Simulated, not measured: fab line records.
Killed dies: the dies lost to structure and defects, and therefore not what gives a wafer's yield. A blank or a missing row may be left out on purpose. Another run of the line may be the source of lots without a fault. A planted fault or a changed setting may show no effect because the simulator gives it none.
fab line records    flow gf180mcu
[record] lots = 24  wafers = 72  last-day = 35
route steps=602 shown V1@351 V2@400 M4@459
lots untouched by any fault: they come from a run of this same line in which no faults occurred
start-h: the number of hours between the record's first day and the start of the first shown wafer of the lot    wait-h: hours since the lot's step before    " same as the row above    L1.1+2: several wafers, shown together as one row    - either no value or no given start    * or withheld: withheld    < > ~ a bound
route shown NAME@n: a module of which the file shows steps, and the number in the route of the first    usual: average and standard deviation across the fault-free wafers    same: alike in all rows    chamber/n: place in a boat    sites: each site's reading    _std_site: how widely they spread, as a standard deviation    _edge_site: mean of outer sites minus mean of inner sites    radius-mm: how far each site lies from the wafer's centre    mask NAME#n: copy n    behind: the last tool/chamber to shape the wafer    hold: why the lot was held/for how many hours/how that ended    device: the transistor (n, p or np) that didn't switch    end of line: the tests these same wafers got at the end of their route    a step given without rows: its recipe and nothing more    killed: not the wafer's yield, but the dies lost to structure and defects at the first sort    map: a wafer's dies, marking killed ones x, the rest . and places with no die _
set.NAME: the setting that was run; set.NAME@STEP: the one run at that earlier step    model.NAME: the simulator's own value behind a step, which no gauge read
route steps across a sampled set of lots; one table per step, one row per wafer
services: the hour from which a tool's chamber was out of use, counted from the record's first day as start-h (under 0 if before that day), plus the number of hours and why
[[steps]]
[step GF_V1_ETCH_16]
[recipe] chemistry = N2/H2  target-depth-a = withheld  overetch-a = withheld  time-s = withheld  target = BARC  ion-energy-ev = 200  source-w = 485.4  bias-w = 100  pressure-mtorr = 30  n2-flow-sccm = 100  h2-flow-sccm = 200
[usual] drypump-motor-current-A = 5.7/0.54  oes-product-au = 0.854/0.0046  throttle-valve-pct = 13.225/0.0099
lot.wafer  tool         chamber  start-h  wait-h  drypump-motor-current-A  oes-product-au  throttle-valve-pct
L074.1     rie-diel-02  2        421.92   0.0     5.5                      0.858           13.236
L074.4     "            1        "        "       4.9                      0.855           13.223
L074.5     "            3        "        "       5.3                      0.859           13.214
L075.2     rie-diel-02  3        428.87   0.0     5.3                      0.854           13.229
L075.4     "            1        "        "       4.9                      0.854           13.226
L075.5     "            0        "        "       6.2                      0.854           13.229
L076.1     rie-diel-03  0        434.24   0.0     5.2                      0.850           13.219
L076.3     "            2        "        "       6.6                      0.858           13.216
L076.4     "            3        "        "       5.9                      0.847           13.231
L077.1     rie-diel-02  1        454.35   0.0     4.9                      0.855           13.211
L077.3     "            0        "        "       6.2                      0.854           13.233
L077.6     "            3        "        "       5.3                      0.843           13.217
L078.1     rie-diel-03  2        465.23   0.0     6.6                      0.854           13.220
L078.2     "            1        "        "       5.7                      0.856           13.227
L078.5     "            1        "        "       5.7                      0.858           13.246
L079.1     rie-diel-04  1        477.12   0.0     6.4                      0.856           13.244
L079.2     "            3        "        "       5.6                      0.853           13.242
L079.6     "            2        "        "       6.2                      0.849           13.223
L080.3     rie-diel-02  0        485.95   0.0     6.2                      0.847           13.223
L080.4     "            3        "        "       5.4                      0.856           13.216
L080.6     "            0        "        "       6.2                      0.845           13.225
L081.2     rie-diel-04  1        498.58   0.0     6.4                      0.861           13.242
L081.3     "            0        "        "       4.8                      0.860           13.243
L081.4     "            3        "        "       5.5                      0.858           13.227
L082.1     rie-diel-03  3        498.82   0.0     5.9                      0.854           13.207
L082.4     "            1        "        "       5.7                      0.851           13.251
L082.5     "            2        "        "       6.7                      0.857           13.217
L083.3     rie-diel-04  0        504.55   0.0     4.8                      0.850           13.220
L083.4     "            3        "        "       5.6                      0.852           13.225
L083.6     "            2        "        "       6.2                      0.855           13.220
L084.2     rie-diel-02  0        521.23   0.0     6.2                      0.854           13.216
L084.3     "            2        "        "       5.5                      0.848           13.234
L084.5     "            3        "        "       5.3                      0.858           13.215
L085.1     rie-diel-02  1        525.88   0.0     4.9                      0.854           13.215
L085.3     "            0        "        "       6.2                      0.867           13.227
L085.4     "            3        "        "       5.3                      0.854           13.216
L086.1     rie-diel-04  1        534.80   0.0     6.4                      0.849           13.209
L086.3     "            3        "        "       5.6                      0.849           13.213
L086.5     "            1        "        "       6.4                      0.849           13.208
L087.2     rie-diel-02  0        541.83   0.0     6.2                      0.852           13.215
L087.3     "            3        "        "       5.3                      0.854           13.229
L087.5     "            0        "        "       6.2                      0.858           13.219
L088.2     rie-diel-02  0        551.28   0.0     6.2                      0.857           13.222
L088.3     "            2        "        "       5.4                      0.861           13.218
L088.5     "            1        "        "       4.9                      0.857           13.230
L089.1     rie-diel-03  2        557.53   0.0     6.6                      0.855           13.230
L089.4     "            3        "        "       5.9                      0.862           13.242
L089.6     "            2        "        "       6.6                      0.864           13.207
L090.3     rie-diel-03  3        576.70   0.0     5.9                      0.857           13.213
L090.4     "            0        "        "       5.2                      0.854           13.223
L090.6     "            3        "        "       5.9                      0.845           13.226
L091.2     rie-diel-02  0        577.66   0.0     6.2                      0.853           13.229
L091.3     "            3        "        "       5.3                      0.850           13.226
L091.5     "            0        "        "       6.2                      0.854           13.231
L092.2     rie-diel-03  2        581.18   0.0     6.6                      0.857           13.219
L092.3     "            1        "        "       5.7                      0.852           13.236
L092.6     "            0        "        "       5.2                      0.853           13.215
L093.1     rie-diel-04  1        586.53   0.0     6.4                      0.850           13.230
L093.4     "            1        "        "       6.4                      0.850           13.235
L093.5     "            0        "        "       4.8                      0.851           13.215
L094.3     rie-diel-03  2        598.36   0.0     6.6                      0.850           13.229
L094.4     "            1        "        "       5.7                      0.856           13.218
L094.6     "            0        "        "       5.2                      0.858           13.224
L095.2     rie-diel-03  0        603.78   0.0     5.2                      0.857           13.234
L095.3     "            2        "        "       6.7                      0.866           13.205
L095.6     "            0        "        "       5.2                      0.845           13.229
L096.1     rie-diel-03  0        623.06   0.0     5.2                      0.851           13.222
L096.2     "            3        "        "       5.9                      0.853           13.236
L096.3     "            1        "        "       5.7                      0.859           13.247
L097.2     rie-diel-02  1        624.66   0.0     4.9                      0.856           13.228
L097.4     "            2        "        "       5.4                      0.862           13.212
L097.5     "            3        "        "       5.3                      0.856           13.230
[step GF_V1_ETCH_17]
[recipe] chemistry = C4F8/O2/Ar  mask-material = KrF  target = SiO2  stop-on = TiN  source-w = 1500  bias-w = 1200  pressure-mtorr = 40  c4f8-flow-sccm = withheld  O2_flow_sccm = 6  Ar_flow_sccm = 300  time-s = withheld  target-depth-a = 6300
[usual] oes-product-au = 0.855/0.0043
lot.wafer  tool         chamber  start-h  wait-h  oes-product-au
L074.1     rie-diel-02  2        -        -       0.852
L074.4     "            1        "        "       0.854
L074.5     "            3        "        "       0.853
L075.2     rie-diel-02  3        -        -       0.846
L075.4     "            1        "        "       0.861
L075.5     "            0        "        "       0.851
L076.1     rie-diel-03  0        -        -       0.859
L076.3     "            2        "        "       0.861
L076.4     "            3        "        "       0.855
L077.1     rie-diel-02  1        -        -       0.861
L077.3     "            0        "        "       0.851
L077.6     "            3        "        "       0.855
L078.1     rie-diel-03  2        -        -       0.856
L078.2     "            1        "        "       0.856
L078.5     "            1        "        "       0.853
L079.1     rie-diel-04  1        -        -       0.860
L079.2     "            3        "        "       0.859
L079.6     "            2        "        "       0.846
L080.3     rie-diel-02  0        -        -       0.856
L080.4     "            3        "        "       0.848
L080.6     "            0        "        "       0.856
L081.2     rie-diel-04  1        -        -       0.857
L081.3     "            0        "        "       0.852
L081.4     "            3        "        "       0.855
L082.1     rie-diel-03  3        -        -       0.859
L082.4     "            1        "        "       0.847
L082.5     "            2        "        "       0.858
L083.3     rie-diel-04  0        -        -       0.857
L083.4     "            3        "        "       0.844
L083.6     "            2        "        "       0.855
L084.2     rie-diel-02  0        -        -       0.860
L084.3     "            2        "        "       0.856
L084.5     "            3        "        "       0.862
L085.1     rie-diel-02  1        -        -       0.857
L085.3     "            0        "        "       0.856
L085.4     "            3        "        "       0.860
L086.1     rie-diel-04  1        -        -       0.850
L086.3     "            3        "        "       0.855
L086.5     "            1        "        "       0.856
L087.2     rie-diel-02  0        -        -       0.859
L087.3     "            3        "        "       0.854
L087.5     "            0        "        "       0.859
L088.2     rie-diel-02  0        -        -       0.863
L088.3     "            2        "        "       0.857
L088.5     "            1        "        "       0.860
L089.1     rie-diel-03  2        -        -       0.852
L089.4     "            3        "        "       0.862
L089.6     "            2        "        "       0.857
L090.3     rie-diel-03  3        -        -       0.853
L090.4     "            0        "        "       0.855
L090.6     "            3        "        "       0.856
L091.2     rie-diel-02  0        -        -       0.850
L091.3     "            3        "        "       0.862
L091.5     "            0        "        "       0.854
L092.2     rie-diel-03  2        -        -       0.849
L092.3     "            1        "        "       0.852
L092.6     "            0        "        "       0.854
L093.1     rie-diel-04  1        -        -       0.852
L093.4     "            1        "        "       0.858
L093.5     "            0        "        "       0.863
L094.3     rie-diel-03  2        -        -       0.863
L094.4     "            1        "        "       0.854
L094.6     "            0        "        "       0.858
L095.2     rie-diel-03  0        -        -       0.854
L095.3     "            2        "        "       0.860
L095.6     "            0        "        "       0.858
L096.1     rie-diel-03  0        -        -       0.856
L096.2     "            3        "        "       0.863
L096.3     "            1        "        "       0.850
L097.2     rie-diel-02  1        -        -       0.864
L097.4     "            2        "        "       0.857
L097.5     "            3        "        "       0.857
[step GF_V1_STRIP_18]
[recipe] chemistry = O2/N2  power-w = 1400  pressure-mtorr = 1500  platen-temp-c = 250  o2-flow-sccm = 3000  n2-flow-sccm = 300  overash-fraction = 0.5
[usual] drypump-motor-current-A = 5.6/0.53  heater-power-w = 328/36  oes-product-au = 0.594/0.0047
lot.wafer  tool             chamber  start-h  wait-h  drypump-motor-current-A  heater-power-w  oes-product-au  rf-hours-counter-h
L074.1     plasma-asher-04  1        422.05   -       5.9                      301             0.595           62
L074.4     "                0        "        "       4.9                      387             0.588           -
L074.5     "                1        "        "       5.9                      304             0.598           -
L075.2     plasma-asher-04  0        429.00   -       4.9                      391             0.600           63
L075.4     "                0        "        "       4.9                      394             0.591           -
L075.5     "                0        "        "       4.9                      384             0.593           -
L076.1     plasma-asher-04  1        434.36   -       5.9                      304             0.595           64
L076.3     "                1        "        "       5.9                      292             0.599           -
L076.4     "                0        "        "       4.9                      387             0.598           -
L077.1     plasma-asher-01  1        454.48   -       5.7                      341             0.583           35
L077.3     "                1        "        "       5.7                      352             0.590           -
L077.6     "                0        "        "       5.2                      315             0.594           -
L078.1     plasma-asher-04  1        465.36   -       5.9                      302             0.598           67
L078.2     "                0        "        "       4.9                      380             0.591           67
L078.5     "                0        "        "       4.9                      385             0.597           -
L079.1     plasma-asher-04  0        477.24   -       4.9                      390             0.591           68
L079.2     "                1        "        "       6.0                      297             0.595           68
L079.6     "                0        "        "       4.9                      389             0.594           -
L080.3     plasma-asher-04  0        486.11   -       4.9                      382             0.597           -
L080.4     "                1        "        "       5.9                      298             0.593           -
L080.6     "                0        "        "       4.9                      388             0.590           -
L081.2     plasma-asher-04  0        498.71   -       4.9                      380             0.597           71
L081.3     "                0        "        "       4.9                      386             0.598           -
L081.4     "                1        "        "       5.9                      305             0.599           -
L082.1     plasma-asher-03  0        498.94   -       5.7                      313             0.597           2
L082.4     "                1        "        "       6.6                      281             0.599           -
L082.5     "                1        "        "       6.6                      279             0.601           -
L083.3     plasma-asher-04  0        504.71   -       4.9                      376             0.601           -
L083.4     "                1        "        "       5.9                      300             0.602           -
L083.6     "                1        "        "       5.9                      302             0.598           -
L084.2     plasma-asher-03  1        521.36   -       6.6                      280             0.594           5
L084.3     "                0        "        "       5.7                      314             0.588           -
L084.5     "                0        "        "       5.8                      314             0.594           -
L085.1     plasma-asher-04  0        526.01   -       4.9                      380             0.601           72
L085.3     "                0        "        "       4.9                      379             0.596           -
L085.4     "                1        "        "       5.9                      296             0.592           -
L086.1     plasma-asher-03  0        534.93   -       5.8                      323             0.596           7
L086.3     "                0        "        "       5.7                      318             0.593           -
L086.5     "                1        "        "       6.6                      271             0.597           -
L087.2     plasma-asher-01  1        541.96   -       5.7                      336             0.593           47
L087.3     "                0        "        "       5.2                      326             0.590           -
L087.5     "                0        "        "       5.2                      313             0.599           -
L088.2     plasma-asher-01  0        551.41   -       5.2                      323             0.588           48
L088.3     "                1        "        "       5.7                      337             0.585           -
L088.5     "                1        "        "       5.7                      343             0.597           -
L089.1     plasma-asher-01  1        557.66   -       5.7                      346             0.588           49
L089.4     "                1        "        "       5.7                      338             0.590           -
L089.6     "                0        "        "       5.2                      323             0.597           -
L090.3     plasma-asher-03  0        576.86   -       5.7                      306             0.595           -
L090.4     "                1        "        "       6.6                      284             0.591           -
L090.6     "                0        "        "       5.7                      313             0.581           -
L091.2     plasma-asher-03  1        577.79   -       6.6                      275             0.589           11
L091.3     "                1        "        "       6.6                      281             0.588           -
L091.5     "                0        "        "       5.7                      314             0.596           -
L092.2     plasma-asher-04  1        581.31   -       6.0                      298             0.591           78
L092.3     "                1        "        "       6.0                      301             0.593           -
L092.6     "                0        "        "       4.9                      395             0.587           -
L093.1     plasma-asher-01  0        586.66   -       5.2                      325             0.593           52
L093.4     "                0        "        "       5.2                      316             0.594           -
L093.5     "                0        "        "       5.2                      318             0.599           -
L094.3     plasma-asher-01  1        598.53   -       5.7                      336             0.601           -
L094.4     "                0        "        "       5.2                      326             0.593           -
L094.6     "                0        "        "       5.2                      315             0.596           -
L095.2     plasma-asher-03  1        603.91   -       6.6                      277             0.588           14
L095.3     "                0        "        "       5.8                      316             0.597           -
L095.6     "                0        "        "       5.8                      319             0.589           -
L096.1     plasma-asher-01  0        623.19   -       5.2                      319             0.593           56
L096.2     "                1        "        "       5.7                      349             0.597           56
L096.3     "                0        "        "       5.2                      319             0.599           -
L097.2     plasma-asher-04  0        624.79   -       4.9                      391             0.595           83
L097.4     "                0        "        "       4.9                      384             0.588           -
L097.5     "                1        "        "       5.9                      295             0.587           -
[step GF_V2_STRIP_18]
[recipe] chemistry = O2/N2  power-w = 1400  pressure-mtorr = 1500  platen-temp-c = 250  o2-flow-sccm = 3000  n2-flow-sccm = 300  overash-fraction = 0.5
[usual] drypump-motor-current-A = 5.8/0.41  heater-power-w = 338/49  oes-product-au = 0.593/0.0051
lot.wafer  tool             chamber  start-h  wait-h  drypump-motor-current-A  heater-power-w  oes-product-au  rf-hours-counter-h
L074.1     plasma-asher-02  0        473.98   -       5.7                      423             0.588           89
L074.4     "                0        "        "       5.7                      430             0.591           -
L074.5     "                1        "        "       6.2                      300             0.587           -
L075.2     plasma-asher-01  0        479.81   -       5.2                      316             0.589           39
L075.4     "                1        "        "       5.7                      334             0.592           -
L075.5     "                0        "        "       5.2                      317             0.601           -
L076.1     plasma-asher-02  0        486.43   -       5.7                      429             0.593           91
L076.3     "                1        "        "       6.2                      298             0.593           -
L076.4     "                0        "        "       5.7                      425             0.601           -
L077.1     plasma-asher-03  0        504.81   -       5.8                      314             0.584           3
L077.3     "                1        "        "       6.6                      284             0.585           -
L077.6     "                0        "        "       5.7                      320             0.603           -
L078.1     plasma-asher-02  1        516.46   -       6.2                      289             0.598           94
L078.2     "                0        "        "       5.7                      424             0.603           94
L078.5     "                0        "        "       5.7                      427             0.605           -
L079.1     plasma-asher-02  1        527.86   -       6.2                      303             0.603           95
L079.2     "                0        "        "       5.7                      424             0.596           95
L079.6     "                1        "        "       6.2                      293             0.593           -
L080.3     plasma-asher-03  0        535.92   -       5.7                      319             0.591           -
L080.4     "                1        "        "       6.6                      277             0.595           -
L080.6     "                0        "        "       5.7                      310             0.595           -
L081.2     plasma-asher-02  0        547.61   -       5.8                      430             0.591           98
L081.3     "                0        "        "       5.7                      431             0.598           -
L081.4     "                1        "        "       6.2                      298             0.590           -
L082.1     plasma-asher-03  0        547.78   -       5.7                      315             0.598           8
L082.4     "                0        "        "       5.7                      320             0.590           -
L082.5     "                1        "        "       6.6                      276             0.595           -
L083.3     plasma-asher-02  0        553.72   -       5.8                      435             0.593           -
L083.4     "                1        "        "       6.2                      296             0.590           -
L083.6     "                1        "        "       6.2                      302             0.592           -
L084.2     plasma-asher-01  0        577.91   -       5.2                      317             0.583           51
L084.3     "                1        "        "       5.7                      334             0.577           -
L084.5     "                1        "        "       5.7                      334             0.596           -
L085.1     plasma-asher-01  1        578.26   -       5.7                      333             0.595           51
L085.3     "                0        "        "       5.2                      314             0.588           -
L085.4     "                1        "        "       5.7                      336             0.603           -
L086.1     plasma-asher-01  0        582.38   -       5.2                      318             0.596           51
L086.3     "                1        "        "       5.7                      341             0.593           -
L086.5     "                0        "        "       5.2                      316             0.590           -
L087.2     plasma-asher-01  1        587.54   -       5.7                      340             0.587           52
L087.3     "                1        "        "       5.7                      339             0.588           -
L087.5     "                1        "        "       5.7                      335             0.593           -
L088.2     plasma-asher-02  0        599.34   -       5.8                      431             0.591           103
L088.3     "                0        "        "       5.8                      430             0.595           -
L088.5     "                0        "        "       5.7                      423             0.593           -
L089.1     plasma-asher-01  0        604.98   -       5.2                      327             0.594           54
L089.4     "                0        "        "       5.2                      324             0.590           -
L089.6     "                0        "        "       5.2                      315             0.590           -
L090.3     plasma-asher-01  1        622.65   -       5.7                      334             0.599           -
L090.4     "                0        "        "       5.2                      316             0.582           -
L090.6     "                0        "        "       5.2                      306             0.593           -
L091.2     plasma-asher-02  0        623.31   -       5.7                      436             0.588           106
L091.3     "                0        "        "       5.7                      426             0.591           -
L091.5     "                1        "        "       6.2                      293             0.591           -
L092.2     plasma-asher-01  0        625.96   -       5.2                      313             0.600           56
L092.3     "                0        "        "       5.2                      309             0.597           -
L092.6     "                1        "        "       5.7                      342             0.592           -
L093.1     plasma-asher-03  1        631.44   -       6.6                      284             0.586           17
L093.4     "                0        "        "       5.8                      321             0.600           -
L093.5     "                0        "        "       5.8                      315             0.596           -
L094.3     plasma-asher-02  1        642.91   -       6.2                      293             0.595           -
L094.4     "                0        "        "       5.7                      431             0.586           -
L094.6     "                0        "        "       5.7                      418             0.586           -
L095.2     plasma-asher-02  1        648.31   -       6.2                      296             0.593           108
L095.3     "                0        "        "       5.7                      428             0.586           -
L095.6     "                0        "        "       5.7                      422             0.593           -
L096.1     plasma-asher-01  1        667.43   -       5.7                      347             0.593           60
L096.2     "                0        "        "       5.2                      319             0.590           60
L096.3     "                1        "        "       5.7                      334             0.593           -
L097.2     plasma-asher-01  0        668.74   -       5.2                      324             0.600           60
L097.4     "                0        "        "       5.2                      310             0.590           -
L097.5     "                1        "        "       5.7                      343             0.587           -
[step GF_V2_SPUTTER_21]
[recipe] material = Ti  target-thk-nm = 15  chamber-pressure-pa = 5  power-w = 2500  substrate-temp-c = 200  time-s = 80.02
[usual] throttle-valve-pct = 29.6/1.3
lot.wafer  tool            chamber  start-h  wait-h  throttle-valve-pct
L074.1     pvd-sputter-02  -        474.53   0.0     28.9
L074.4     "               -        "        "       30.6
L074.5     "               -        "        "       29.2
L075.2     pvd-sputter-01  -        480.36   0.0     31.4
L075.4     "               -        "        "       28.2
L075.5     "               -        "        "       31.3
L076.1     pvd-sputter-01  -        486.96   0.0     28.1
L076.3     "               -        "        "       27.6
L076.4     "               -        "        "       31.5
L077.1     pvd-sputter-01  -        505.35   0.0     28.2
L077.3     "               -        "        "       29.8
L077.6     "               -        "        "       27.5
L078.1     pvd-sputter-01  -        517.04   0.0     28.3
L078.2     "               -        "        "       31.4
L078.5     "               -        "        "       28.1
L079.1     pvd-sputter-02  -        528.43   0.0     30.6
L079.2     "               -        "        "       28.9
L079.6     "               -        "        "       30.8
L080.3     pvd-sputter-01  -        536.42   0.0     29.7
L080.4     "               -        "        "       28.3
L080.6     "               -        "        "       31.6
L081.2     pvd-sputter-02  -        548.15   0.0     28.8
L081.3     "               -        "        "       29.4
L081.4     "               -        "        "       29.6
L082.1     pvd-sputter-03  -        548.31   0.0     30.4
L082.4     "               -        "        "       31.2
L082.5     "               -        "        "       30.4
L083.3     pvd-sputter-01  -        554.22   0.0     31.6
L083.4     "               -        "        "       28.2
L083.6     "               -        "        "       28.2
L084.2     pvd-sputter-02  -        578.45   0.0     29.6
L084.3     "               -        "        "       30.8
L084.5     "               -        "        "       29.8
L085.1     pvd-sputter-02  -        578.80   0.0     28.6
L085.3     "               -        "        "       29.9
L085.4     "               -        "        "       29.3
L086.1     pvd-sputter-03  -        582.91   0.0     31.1
L086.3     "               -        "        "       30.2
L086.5     "               -        "        "       30.5
L087.2     pvd-sputter-01  -        588.07   0.0     31.4
L087.3     "               -        "        "       29.7
L087.5     "               -        "        "       31.5
L088.2     pvd-sputter-01  -        599.88   0.0     29.7
L088.3     "               -        "        "       27.5
L088.5     "               -        "        "       29.9
L089.1     pvd-sputter-03  -        605.55   0.0     30.8
L089.4     "               -        "        "       31.2
L089.6     "               -        "        "       30.6
L090.3     pvd-sputter-01  -        623.15   0.0     28.2
L090.4     "               -        "        "       29.9
L090.6     "               -        "        "       31.4
L091.2     pvd-sputter-03  -        623.93   0.0     30.9
L091.3     "               -        "        "       31.2
L091.5     "               -        "        "       30.6
L092.2     pvd-sputter-03  -        626.50   0.0     31.3
L092.3     "               -        "        "       30.3
L092.6     "               -        "        "       30.5
L093.1     pvd-sputter-02  -        631.97   0.0     30.8
L093.4     "               -        "        "       29.0
L093.5     "               -        "        "       30.8
L094.3     pvd-sputter-01  -        643.75   0.0     31.3
L094.4     "               -        "        "       29.8
L094.6     "               -        "        "       31.6
L095.2     pvd-sputter-01  -        649.19   0.0     31.3
L095.3     "               -        "        "       29.8
L095.6     "               -        "        "       28.1
L096.1     pvd-sputter-01  -        667.97   0.0     29.6
L096.2     "               -        "        "       28.1
L096.3     "               -        "        "       27.5
L097.2     pvd-sputter-01  -        669.28   0.0     31.6
L097.4     "               -        "        "       28.1
L097.5     "               -        "        "       28.0
[step GF_M4_SPUTTER_03]
[recipe] material = Ti  target-thk-nm = 10  substrate-temp-c = 300  chamber-pressure-pa = 0.3  power-w = 3000  time-s = 6.7
[usual] throttle-valve-pct = 30.4/1.1
lot.wafer  tool            chamber  start-h  wait-h  throttle-valve-pct
L074.1     pvd-sputter-04  -        525.30   0.0     28.4
L074.4     "               -        "        "       32.2
L074.5     "               -        "        "       30.9
L075.2     pvd-sputter-02  -        532.18   0.0     29.2
L075.4     "               -        "        "       29.1
L075.5     "               -        "        "       29.2
L076.1     pvd-sputter-02  -        538.67   0.0     28.8
L076.3     "               -        "        "       29.2
L076.4     "               -        "        "       30.6
L077.1     pvd-sputter-03  -        556.57   0.0     31.2
L077.3     "               -        "        "       30.5
L077.6     "               -        "        "       30.3
L078.1     pvd-sputter-02  -        579.18   0.0     31.0
L078.2     "               -        "        "       29.4
L078.5     "               -        "        "       29.1
L079.1     pvd-sputter-03  -        581.28   0.0     30.9
L079.2     "               -        "        "       30.3
L079.6     "               -        "        "       30.7
L080.3     pvd-sputter-03  -        584.36   0.0     31.0
L080.4     "               -        "        "       31.1
L080.6     "               -        "        "       30.9
L081.2     pvd-sputter-02  -        595.81   0.0     30.8
L081.3     "               -        "        "       29.7
L081.4     "               -        "        "       28.8
L082.1     pvd-sputter-02  -        599.16   0.0     29.0
L082.4     "               -        "        "       30.7
L082.5     "               -        "        "       30.7
L083.3     pvd-sputter-03  -        601.04   0.0     30.5
L083.4     "               -        "        "       30.6
L083.6     "               -        "        "       30.4
L084.2     pvd-sputter-03  -        625.46   0.0     31.1
L084.3     "               -        "        "       30.8
L084.5     "               -        "        "       30.8
L085.1     pvd-sputter-04  -        625.83   0.0     30.8
L085.3     "               -        "        "       28.5
L085.4     "               -        "        "       32.8
L086.1     pvd-sputter-03  -        632.00   0.0     30.3
L086.3     "               -        "        "       30.5
L086.5     "               -        "        "       30.7
L087.2     pvd-sputter-04  -        634.31   0.0     28.3
L087.3     "               -        "        "       31.2
L087.5     "               -        "        "       30.9
L088.2     pvd-sputter-04  -        645.00   0.0     28.2
L088.3     "               -        "        "       32.3
L088.5     "               -        "        "       30.8
L089.1     pvd-sputter-04  -        651.55   0.0     28.1
L089.4     "               -        "        "       32.6
L089.6     "               -        "        "       28.6
L090.3     pvd-sputter-04  -        667.43   0.0     32.4
L090.4     "               -        "        "       31.0
L090.6     "               -        "        "       28.3
L091.2     pvd-sputter-03  -        669.38   0.0     30.4
L091.3     "               -        "        "       31.2
L091.5     "               -        "        "       31.0
L092.2     pvd-sputter-04  -        671.88   0.0     28.4
L092.3     "               -        "        "       30.9
L092.6     "               -        "        "       28.5
L093.1     pvd-sputter-04  -        676.50   0.0     30.7
L093.4     "               -        "        "       30.9
L093.5     "               -        "        "       28.7
L094.3     pvd-sputter-03  -        686.98   0.0     30.6
L094.4     "               -        "        "       31.3
L094.6     "               -        "        "       30.9
L095.2     pvd-sputter-04  -        692.16   0.0     31.0
L095.3     "               -        "        "       28.6
L095.6     "               -        "        "       28.7
L096.1     pvd-sputter-03  -        709.65   0.0     30.6
L096.2     "               -        "        "       31.2
L096.3     "               -        "        "       30.8
L097.2     pvd-sputter-03  -        711.75   0.0     30.7
L097.4     "               -        "        "       31.1
L097.5     "               -        "        "       31.0
[[services]]
tool             chamber  start-h  hours  kind
rie-diel-03      -        409.20   0.3    repair
plasma-asher-03  -        421.25   9.0    pm
plasma-asher-03  -        448.85   41.1   pm
plasma-asher-04  -        457.09   2.8    pm
rie-diel-02      2        461.32   8.2    repair
plasma-asher-02  -        477.50   2.8    pm
rie-diel-02      1        478.08   2.7    repair
rie-diel-02      3        489.69   3.7    repair
pvd-sputter-02   -        493.07   5.3    repair
plasma-asher-04  -        500.32   1.9    repair
plasma-asher-04  -        500.81   3.4    repair
plasma-asher-04  -        516.77   9.2    pm
rie-diel-03      0        520.57   5.9    repair
pvd-sputter-01   -        523.20   2.3    repair
plasma-asher-01  -        535.08   2.8    pm
plasma-asher-04  -        541.40   2.4    repair
pvd-sputter-01   -        578.48   1.2    repair
rie-diel-02      1        612.17   2.3    repair
rie-diel-02      0        612.81   12.4   repair
rie-diel-02      2        633.77   8.5    repair
rie-diel-02      1        646.76   9.9    repair
pvd-sputter-03   -        656.64   1.5    repair
pvd-sputter-01   -        662.46   1.7    repair
plasma-asher-04  -        696.40   10.0   repair
[[key]]
fault none
